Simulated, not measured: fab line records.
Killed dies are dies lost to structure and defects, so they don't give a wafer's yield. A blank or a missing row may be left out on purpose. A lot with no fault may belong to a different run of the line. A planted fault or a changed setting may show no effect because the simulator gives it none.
Which tool is to blame? / flow gf180mcu / 24 lots, 72 wafers sampled, at 6 steps of a route of 602

WHAT THE GAUGES READ, wafer by wafer
GF_V3_RS_MEAS_24: uses a four-point probe to measure.
lot=L074; measured=day 22 01:09; on=film metro-03; V3_W_RS (ohm/sq)=0.327 0.328 0.325
lot=L075; measured=day 23 09:08; on=film metro-04; V3_W_RS (ohm/sq)=0.328 0.330 0.327
lot=L076; measured=day 23 16:26; on=film metro-04; V3_W_RS (ohm/sq)=0.328 0.338 0.334
lot=L077; measured=day 23 19:54; on=film metro-04; V3_W_RS (ohm/sq)=0.334 0.332 0.333
lot=L078; measured=day 24 02:20; on=film metro-02; V3_W_RS (ohm/sq)=0.333 0.330 0.336
lot=L079; measured=day 24 07:53; on=film metro-04; V3_W_RS (ohm/sq)=0.333 0.332 0.336
lot=L080; measured=day 24 15:11; on=film metro-02; V3_W_RS (ohm/sq)=0.328 0.325 0.324
lot=L081; measured=day 25 03:08; on=film metro-02; V3_W_RS (ohm/sq)=0.331 0.328 0.332
lot=L083; measured=day 25 20:34; on=film metro-04; V3_W_RS (ohm/sq)=0.328 0.329 0.323
lot=L082; measured=day 25 21:59; on=film metro-04; V3_W_RS (ohm/sq)=0.338 0.336 0.329
lot=L084; measured=day 25 23:56; on=film metro-03; V3_W_RS (ohm/sq)=0.324 0.320 0.324
lot=L085; measured=day 26 09:05; on=film metro-03; V3_W_RS (ohm/sq)=0.328 0.335 0.331
lot=L086; measured=day 26 10:53; on=film metro-02; V3_W_RS (ohm/sq)=0.325 0.332 0.324
lot=L087; measured=day 27 02:37; on=film metro-04; V3_W_RS (ohm/sq)=0.334 0.328 0.338
lot=L088; measured=day 27 08:21; on=film metro-03; V3_W_RS (ohm/sq)=0.337 0.331 0.335
lot=L089; measured=day 27 17:04; on=film metro-02; V3_W_RS (ohm/sq)=0.334 0.331 0.335
lot=L090; measured=day 27 17:10; on=film metro-04; V3_W_RS (ohm/sq)=0.330 0.328 0.326
lot=L091; measured=day 28 06:42; on=film metro-03; V3_W_RS (ohm/sq)=0.330 0.333 0.333
lot=L092; measured=day 28 20:07; on=film metro-02; V3_W_RS (ohm/sq)=0.325 0.323 0.324
lot=L093; measured=day 28 23:43; on=film metro-02; V3_W_RS (ohm/sq)=0.326 0.327 0.323
lot=L094; measured=day 29 04:40; on=film metro-04; V3_W_RS (ohm/sq)=0.328 0.327 0.326
lot=L095; measured=day 29 09:23; on=film metro-04; V3_W_RS (ohm/sq)=0.326 0.329 0.332
lot=L096; measured=day 29 11:36; on=film metro-02; V3_W_RS (ohm/sq)=0.326 0.328 0.331
lot=L097; measured=day 29 15:30; on=film metro-02; V3_W_RS (ohm/sq)=0.335 0.333 0.334

GF_V4_THK_MEAS_03.
lot=L074; measured=day 23 01:56; on=film metro-03; V4_CVD_02_THK (nm)=861 873 869
lot=L075; measured=day 24 09:01; on=film metro-03; V4_CVD_02_THK (nm)=839 831 854
lot=L076; measured=day 24 16:01; on=film metro-01; V4_CVD_02_THK (nm)=827 832 836
lot=L077; measured=day 24 19:33; on=film metro-02; V4_CVD_02_THK (nm)=834 839 845
lot=L078; measured=day 25 01:41; on=film metro-01; V4_CVD_02_THK (nm)=853 836 849
lot=L079; measured=day 25 07:16; on=film metro-02; V4_CVD_02_THK (nm)=850 843 852
lot=L080; measured=day 25 14:48; on=film metro-02; V4_CVD_02_THK (nm)=851 846 858
lot=L081; measured=day 26 02:30; on=film metro-03; V4_CVD_02_THK (nm)=838 852 864
lot=L083; measured=day 26 18:41; on=film metro-02; V4_CVD_02_THK (nm)=843 848 855
lot=L082; measured=day 26 20:02; on=film metro-03; V4_CVD_02_THK (nm)=836 832 837
lot=L084; measured=day 26 22:05; on=film metro-03; V4_CVD_02_THK (nm)=849 858 850
lot=L085; measured=day 27 07:13; on=film metro-02; V4_CVD_02_THK (nm)=834 824 841
lot=L086; measured=day 27 08:45; on=film metro-02; V4_CVD_02_THK (nm)=852 871 885
lot=L087; measured=day 27 23:54; on=film metro-02; V4_CVD_02_THK (nm)=832 846 859
lot=L088; measured=day 28 05:38; on=film metro-01; V4_CVD_02_THK (nm)=858 841 859
lot=L089; measured=day 28 13:40; on=film metro-03; V4_CVD_02_THK (nm)=850 844 848
lot=L090; measured=day 28 14:16; on=film metro-02; V4_CVD_02_THK (nm)=839 860 854
lot=L091; measured=day 29 03:19; on=film metro-01; V4_CVD_02_THK (nm)=847 881 871
lot=L092; measured=day 29 16:29; on=film metro-01; V4_CVD_02_THK (nm)=850 852 862
lot=L093; measured=day 29 20:07; on=film metro-01; V4_CVD_02_THK (nm)=859 867 852
lot=L094; measured=day 30 01:17; on=film metro-02; V4_CVD_02_THK (nm)=858 872 863
lot=L095; measured=day 30 06:05; on=film metro-02; V4_CVD_02_THK (nm)=855 860 865
lot=L096; measured=day 30 08:04; on=film metro-03; V4_CVD_02_THK (nm)=853 877 856
lot=L097; measured=day 30 11:56; on=film metro-01; V4_CVD_02_THK (nm)=846 858 866

GF_TOP_METAL_CD_MEAS_14: the cd target is 440 nm.
lot=L074; measured=day 27 18:14; on=cd sem-02; cd nm (nm)=443.4 441.8 442.5
lot=L075; measured=day 28 21:23; on=cd sem-02; cd nm (nm)=437.2 438.7 439.0
lot=L076; measured=day 29 04:10; on=cd sem-01; cd nm (nm)=442.7 440.7 443.5
lot=L077; measured=day 29 06:56; on=cd sem-02; cd nm (nm)=441.4 440.9 441.5
lot=L078; measured=day 29 13:31; on=cd sem-01; cd nm (nm)=442.9 444.7 443.6
lot=L079; measured=day 29 17:13; on=cd sem-01; cd nm (nm)=438.6 440.2 438.0
lot=L080; measured=day 29 23:31; on=cd sem-02; cd nm (nm)=436.0 436.7 436.6
lot=L081; measured=day 30 11:23; on=cd sem-01; cd nm (nm)=437.7 438.2 435.9
lot=L083; measured=day 30 22:28; on=cd sem-02; cd nm (nm)=440.4 440.2 441.4
lot=L082; measured=day 31 01:32; on=cd sem-01; cd nm (nm)=440.6 441.5 438.1
lot=L084; measured=day 31 03:50; on=cd sem-02; cd nm (nm)=444.0 443.5 442.5
lot=L085; measured=day 31 12:34; on=cd sem-01; cd nm (nm)=445.0 441.9 444.1
lot=L086; measured=day 31 12:40; on=cd sem-02; cd nm (nm)=441.1 442.5 443.2
lot=L087; measured=day 32 01:55; on=cd sem-02; cd nm (nm)=442.8 440.4 440.0
lot=L088; measured=day 32 06:02; on=cd sem-02; cd nm (nm)=440.7 437.5 439.7
lot=L089; measured=day 32 13:45; on=cd sem-02; cd nm (nm)=442.7 440.4 440.3
lot=L090; measured=day 32 15:34; on=cd sem-01; cd nm (nm)=440.5 440.5 442.0
lot=L091; measured=day 33 01:25; on=cd sem-02; cd nm (nm)=437.5 437.1 438.9
lot=L092; measured=day 33 13:19; on=cd sem-02; cd nm (nm)=434.4 434.6 433.2
lot=L093; measured=day 33 14:33; on=cd sem-02; cd nm (nm)=439.5 436.8 436.8
lot=L094; measured=day 33 17:47; on=cd sem-02; cd nm (nm)=440.5 440.3 440.6
lot=L095; measured=day 34 00:37; on=cd sem-02; cd nm (nm)=440.0 439.3 437.3
lot=L096; measured=day 34 01:08; on=cd sem-01; cd nm (nm)=439.8 438.8 438.2
lot=L097; measured=day 34 03:56; on=cd sem-01; cd nm (nm)=439.8 440.9 439.2

EACH LOT AND THE TOOL THAT RAN IT (in order: tool; ch and the chambers of the sampled wafers; start)
lot=L074; GF_M4_SPUTTER_04=pvd sputter-02, day 22 01:45; GF_V4_STRIP_18=plasma asher-03 ch 0,1, day 24 01:11; GF_MIM_SPUTTER_07=pvd sputter-04, day 24 02:49
lot=L075; GF_M4_SPUTTER_04=pvd sputter-03, day 23 09:47; GF_V4_STRIP_18=plasma asher-04 ch 1, day 25 07:36; GF_MIM_SPUTTER_07=pvd sputter-01, day 25 09:09
lot=L076; GF_M4_SPUTTER_04=pvd sputter-03, day 23 17:05; GF_V4_STRIP_18=plasma asher-03 ch 0,1, day 25 14:53; GF_MIM_SPUTTER_07=pvd sputter-04, day 25 16:27
lot=L077; GF_M4_SPUTTER_04=pvd sputter-02, day 23 20:32; GF_V4_STRIP_18=plasma asher-03 ch 0,1, day 25 18:00; GF_MIM_SPUTTER_07=pvd sputter-03, day 25 19:58
lot=L078; GF_M4_SPUTTER_04=pvd sputter-02, day 24 03:01; GF_V4_STRIP_18=plasma asher-03 ch 0,1, day 26 00:43; GF_MIM_SPUTTER_07=pvd sputter-03, day 26 02:17
lot=L079; GF_M4_SPUTTER_04=pvd sputter-03, day 24 08:32; GF_V4_STRIP_18=plasma asher-01 ch 0,1, day 26 04:53; GF_MIM_SPUTTER_07=pvd sputter-03, day 26 06:25
lot=L080; GF_M4_SPUTTER_04=pvd sputter-03, day 24 15:51; GF_V4_STRIP_18=plasma asher-04 ch 1, day 26 11:47; GF_MIM_SPUTTER_07=pvd sputter-03, day 26 13:23
lot=L081; GF_M4_SPUTTER_04=pvd sputter-03, day 25 03:46; GF_V4_STRIP_18=plasma asher-01 ch 0,1, day 26 23:49; GF_MIM_SPUTTER_07=pvd sputter-03, day 27 01:21
lot=L083; GF_M4_SPUTTER_04=pvd sputter-03, day 25 21:13; GF_V4_STRIP_18=plasma asher-03 ch 0,1, day 27 15:26; GF_MIM_SPUTTER_07=pvd sputter-03, day 27 16:59
lot=L082; GF_M4_SPUTTER_04=pvd sputter-02, day 25 22:40; GF_V4_STRIP_18=plasma asher-04 ch 0,1, day 27 16:30; GF_MIM_SPUTTER_07=pvd sputter-01, day 27 18:08
lot=L084; GF_M4_SPUTTER_04=pvd sputter-02, day 26 00:35; GF_V4_STRIP_18=plasma asher-03 ch 0,1, day 27 18:47; GF_MIM_SPUTTER_07=pvd sputter-01, day 27 20:17
lot=L085; GF_M4_SPUTTER_04=pvd sputter-02, day 26 09:46; GF_V4_STRIP_18=plasma asher-04 ch 0,1, day 28 04:08; GF_MIM_SPUTTER_07=pvd sputter-01, day 28 05:40
lot=L086; GF_M4_SPUTTER_04=pvd sputter-03, day 26 11:32; GF_V4_STRIP_18=plasma asher-03 ch 0,1, day 28 05:15; GF_MIM_SPUTTER_07=pvd sputter-04, day 28 06:55
lot=L087; GF_M4_SPUTTER_04=pvd sputter-02, day 27 03:17; GF_V4_STRIP_18=plasma asher-03 ch 0,1, day 28 20:05; GF_MIM_SPUTTER_07=pvd sputter-01, day 28 21:45
lot=L088; GF_M4_SPUTTER_04=pvd sputter-03, day 27 09:01; GF_V4_STRIP_18=plasma asher-03 ch 0,1, day 29 01:51; GF_MIM_SPUTTER_07=pvd sputter-03, day 29 03:24
lot=L089; GF_M4_SPUTTER_04=pvd sputter-01, day 27 17:41; GF_V4_STRIP_18=plasma asher-04 ch 0,1, day 29 09:02; GF_MIM_SPUTTER_07=pvd sputter-01, day 29 10:39
lot=L090; GF_M4_SPUTTER_04=pvd sputter-02, day 27 17:49; GF_V4_STRIP_18=plasma asher-04 ch 0,1, day 29 09:50; GF_MIM_SPUTTER_07=pvd sputter-04, day 29 11:25
lot=L091; GF_M4_SPUTTER_04=pvd sputter-01, day 28 07:22; GF_V4_STRIP_18=plasma asher-04 ch 0,1, day 29 22:59; GF_MIM_SPUTTER_07=pvd sputter-04, day 30 00:40
lot=L092; GF_M4_SPUTTER_04=pvd sputter-02, day 28 20:45; GF_V4_STRIP_18=plasma asher-03 ch 0, day 30 12:03; GF_MIM_SPUTTER_07=pvd sputter-04, day 30 13:44
lot=L093; GF_M4_SPUTTER_04=pvd sputter-01, day 29 00:20; GF_V4_STRIP_18=plasma asher-01 ch 0,1, day 30 15:34; GF_MIM_SPUTTER_07=pvd sputter-04, day 30 17:06
lot=L094; GF_M4_SPUTTER_04=pvd sputter-02, day 29 05:17; GF_V4_STRIP_18=plasma asher-01 ch 0,1, day 30 20:01; GF_MIM_SPUTTER_07=pvd sputter-01, day 30 21:31
lot=L095; GF_M4_SPUTTER_04=pvd sputter-01, day 29 10:03; GF_V4_STRIP_18=plasma asher-04 ch 0,1, day 31 01:02; GF_MIM_SPUTTER_07=pvd sputter-03, day 31 02:44
lot=L096; GF_M4_SPUTTER_04=pvd sputter-01, day 29 12:16; GF_V4_STRIP_18=plasma asher-03 ch 0,1, day 31 02:44; GF_MIM_SPUTTER_07=pvd sputter-03, day 31 04:17
lot=L097; GF_M4_SPUTTER_04=pvd sputter-02, day 29 16:08; GF_V4_STRIP_18=plasma asher-01 ch 0,1, day 31 06:29; GF_MIM_SPUTTER_07=pvd sputter-01, day 31 08:07
- GF_M4_SPUTTER_04: material TiN, target thk 50 nm, time 41.7 s.
- GF_V4_STRIP_18: strips in O2/N2.
- GF_MIM_SPUTTER_07: material TiN, target thk 60 nm, time 50 s.

AS READ BY THE TOOLS THEMSELVES (means over the sampled wafers that have a number; for cases with no such wafer, the mark the record gives instead)
GF_M4_SPUTTER_04.
lot=L074; tool=pvd sputter-02; throttle valve pct (%)=30.7
lot=L075; tool=pvd sputter-03; throttle valve pct (%)=30.1
lot=L076; tool=pvd sputter-03; throttle valve pct (%)=29.5
lot=L077; tool=pvd sputter-02; throttle valve pct (%)=30.7
lot=L078; tool=pvd sputter-02; throttle valve pct (%)=29.7
lot=L079; tool=pvd sputter-03; throttle valve pct (%)=30.2
lot=L080; tool=pvd sputter-03; throttle valve pct (%)=30.0
lot=L081; tool=pvd sputter-03; throttle valve pct (%)=29.3
lot=L083; tool=pvd sputter-03; throttle valve pct (%)=29.2
lot=L082; tool=pvd sputter-02; throttle valve pct (%)=30.1
lot=L084; tool=pvd sputter-02; throttle valve pct (%)=29.0
lot=L085; tool=pvd sputter-02; throttle valve pct (%)=29.1
lot=L086; tool=pvd sputter-03; throttle valve pct (%)=29.1
lot=L087; tool=pvd sputter-02; throttle valve pct (%)=29.7
lot=L088; tool=pvd sputter-03; throttle valve pct (%)=30.0
lot=L089; tool=pvd sputter-01; throttle valve pct (%)=30.4
lot=L090; tool=pvd sputter-02; throttle valve pct (%)=30.1
lot=L091; tool=pvd sputter-01; throttle valve pct (%)=30.4
lot=L092; tool=pvd sputter-02; throttle valve pct (%)=29.9
lot=L093; tool=pvd sputter-01; throttle valve pct (%)=30.4
lot=L094; tool=pvd sputter-02; throttle valve pct (%)=30.6
lot=L095; tool=pvd sputter-01; throttle valve pct (%)=30.3
lot=L096; tool=pvd sputter-01; throttle valve pct (%)=30.2
lot=L097; tool=pvd sputter-02; throttle valve pct (%)=30.8

GF_V4_STRIP_18.
lot=L074; tool=plasma asher-03; drypump motor current A (A)=6.2; heater power w (W)=360; oes product au (a.u.)=0.590
lot=L075; tool=plasma asher-04; drypump motor current A (A)=5.6; heater power w (W)=307; oes product au (a.u.)=0.593
lot=L076; tool=plasma asher-03; drypump motor current A (A)=6.2; heater power w (W)=363; oes product au (a.u.)=0.591
lot=L077; tool=plasma asher-03; drypump motor current A (A)=6.5; heater power w (W)=357; oes product au (a.u.)=0.588
lot=L078; tool=plasma asher-03; drypump motor current A (A)=6.5; heater power w (W)=353; oes product au (a.u.)=0.600
lot=L079; tool=plasma asher-01; drypump motor current A (A)=5.9; heater power w (W)=306; oes product au (a.u.)=0.589
lot=L080; tool=plasma asher-04; drypump motor current A (A)=5.6; heater power w (W)=306; oes product au (a.u.)=0.591
lot=L081; tool=plasma asher-01; drypump motor current A (A)=5.9; heater power w (W)=309; oes product au (a.u.)=0.590
lot=L083; tool=plasma asher-03; drypump motor current A (A)=6.2; heater power w (W)=363; oes product au (a.u.)=0.599
lot=L082; tool=plasma asher-04; drypump motor current A (A)=5.3; heater power w (W)=317; oes product au (a.u.)=0.591
lot=L084; tool=plasma asher-03; drypump motor current A (A)=6.4; heater power w (W)=358; oes product au (a.u.)=0.590
lot=L085; tool=plasma asher-04; drypump motor current A (A)=5.3; heater power w (W)=321; oes product au (a.u.)=0.597
lot=L086; tool=plasma asher-03; drypump motor current A (A)=6.2; heater power w (W)=361; oes product au (a.u.)=0.592
lot=L087; tool=plasma asher-03; drypump motor current A (A)=6.2; heater power w (W)=361; oes product au (a.u.)=0.593
lot=L088; tool=plasma asher-03; drypump motor current A (A)=6.5; heater power w (W)=358; oes product au (a.u.)=0.599
lot=L089; tool=plasma asher-04; drypump motor current A (A)=5.4; heater power w (W)=311; oes product au (a.u.)=0.595
lot=L090; tool=plasma asher-04; drypump motor current A (A)=5.3; heater power w (W)=319; oes product au (a.u.)=0.591
lot=L091; tool=plasma asher-04; drypump motor current A (A)=5.3; heater power w (W)=319; oes product au (a.u.)=0.594
lot=L092; tool=plasma asher-03; drypump motor current A (A)=6.7; heater power w (W)=358; oes product au (a.u.)=0.594
lot=L093; tool=plasma asher-01; drypump motor current A (A)=5.7; heater power w (W)=330; oes product au (a.u.)=0.596
lot=L094; tool=plasma asher-01; drypump motor current A (A)=5.7; heater power w (W)=334; oes product au (a.u.)=0.589
lot=L095; tool=plasma asher-04; drypump motor current A (A)=5.5; heater power w (W)=314; oes product au (a.u.)=0.590
lot=L096; tool=plasma asher-03; drypump motor current A (A)=6.2; heater power w (W)=363; oes product au (a.u.)=0.597
lot=L097; tool=plasma asher-01; drypump motor current A (A)=5.7; heater power w (W)=330; oes product au (a.u.)=0.597

GF_MIM_SPUTTER_07.
lot=L074; tool=pvd sputter-04; throttle valve pct (%)=30.4
lot=L075; tool=pvd sputter-01; throttle valve pct (%)=30.2
lot=L076; tool=pvd sputter-04; throttle valve pct (%)=30.5
lot=L077; tool=pvd sputter-03; throttle valve pct (%)=30.3
lot=L078; tool=pvd sputter-03; throttle valve pct (%)=30.2
lot=L079; tool=pvd sputter-03; throttle valve pct (%)=30.2
lot=L080; tool=pvd sputter-03; throttle valve pct (%)=29.7
lot=L081; tool=pvd sputter-03; throttle valve pct (%)=30.1
lot=L083; tool=pvd sputter-03; throttle valve pct (%)=29.7
lot=L082; tool=pvd sputter-01; throttle valve pct (%)=30.1
lot=L084; tool=pvd sputter-01; throttle valve pct (%)=30.5
lot=L085; tool=pvd sputter-01; throttle valve pct (%)=30.3
lot=L086; tool=pvd sputter-04; throttle valve pct (%)=30.9
lot=L087; tool=pvd sputter-01; throttle valve pct (%)=30.3
lot=L088; tool=pvd sputter-03; throttle valve pct (%)=30.2
lot=L089; tool=pvd sputter-01; throttle valve pct (%)=30.1
lot=L090; tool=pvd sputter-04; throttle valve pct (%)=29.8
lot=L091; tool=pvd sputter-04; throttle valve pct (%)=29.7
lot=L092; tool=pvd sputter-04; throttle valve pct (%)=30.2
lot=L093; tool=pvd sputter-04; throttle valve pct (%)=29.9
lot=L094; tool=pvd sputter-01; throttle valve pct (%)=30.1
lot=L095; tool=pvd sputter-03; throttle valve pct (%)=30.1
lot=L096; tool=pvd sputter-03; throttle valve pct (%)=29.2
lot=L097; tool=pvd sputter-01; throttle valve pct (%)=30.3

THE ANSWER, worked out from the rows above alone
Rule: what is usual is taken from the lots themselves. Put in order of their means at a reading, lots are off if they are a third of the lots or fewer, leave a main group of 4 or more, and stand apart from it by a gap of 3 or more times the standard deviation of the main group's means; of several such gaps the widest counts. The tables above print the reading to a certain number of digits; a main group whose means all agree to those digits is not used. A lot without any number at a reading at which 4 lots or more have one is off too. Where the step has rows for the other lots, those lots are counted as sound. Order of review: gauges by route order, followed by the tools' own readings, for which a lot's mean as printed above is used. At the first step where some lot is off, the reading lying furthest off is the one used; lots without a number count as furthest.
Nothing can be told from this: no lot is off at any reading shown.

WHAT THE SIMULATOR PUT IN
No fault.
